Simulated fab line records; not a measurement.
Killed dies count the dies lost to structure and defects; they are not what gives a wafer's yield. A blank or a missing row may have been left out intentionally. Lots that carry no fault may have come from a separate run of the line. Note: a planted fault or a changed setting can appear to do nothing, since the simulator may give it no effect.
Which tool did it? / flow gf180mcu / at 1 step of a route of 602, 11 lots with 33 wafers sampled

== WHAT THE GAUGES SHOWED, per wafer ==
GF_V5_CD_MEAS_14 targets a cd of 260 nm.
lot=L484; measured=day 27 00:51; on=cdSem-01; cdNm (nm)=260.2 261.5 260.8
lot=L485; measured=day 27 08:57; on=cdSem-01; cdNm (nm)=260.0 258.6 259.5
lot=L486; measured=day 27 16:04; on=cdSem-01; cdNm (nm)=261.1 261.3 263.1
lot=L487; measured=day 28 03:52; on=cdSem-01; cdNm (nm)=257.9 257.9 258.9
lot=L488; measured=day 28 13:14; on=cdSem-02; cdNm (nm)=258.8 258.9 260.4
lot=L495; measured=day 30 14:43; on=cdSem-01; cdNm (nm)=260.9 260.3 259.8
lot=L496; measured=day 30 20:18; on=cdSem-01; cdNm (nm)=259.8 259.2 261.9
lot=L498; measured=day 31 10:07; on=cdSem-01; cdNm (nm)=260.9 262.0 260.9
lot=L500; measured=day 31 20:52; on=cdSem-02; cdNm (nm)=259.5 260.9 261.8
lot=L502; measured=day 32 08:13; on=cdSem-02; cdNm (nm)=258.1 259.4 259.3
lot=L505; measured=day 33 13:29; on=cdSem-01; cdNm (nm)=260.4 260.1 260.9

== WHAT TOOL EACH LOT RAN ON (gives the tool, then ch and the chambers of the sampled wafers, and finally the start) ==
Record: no process step prior to these readings.

== THE ANSWER, worked out from the rows above alone ==
Rule: what is usual is taken from the lots themselves. Put in order of their means at a reading, lots are off if they are a third of the lots or fewer, leave a main group of 4 or more, and stand apart from it by a gap of 3 or more times the standard deviation of the main group's means; of several such gaps the widest counts. A main group is skipped when, at the precision printed for the reading in the tables above, its means are all equal. Also off: a lot with no number at a reading for which 4 or more lots have one. Any other lot the step has rows for is counted as sound.
Across all readings shown, no lot is off: no conclusion can be drawn from this.

== WHAT THE SIMULATOR HAD PUT IN ==
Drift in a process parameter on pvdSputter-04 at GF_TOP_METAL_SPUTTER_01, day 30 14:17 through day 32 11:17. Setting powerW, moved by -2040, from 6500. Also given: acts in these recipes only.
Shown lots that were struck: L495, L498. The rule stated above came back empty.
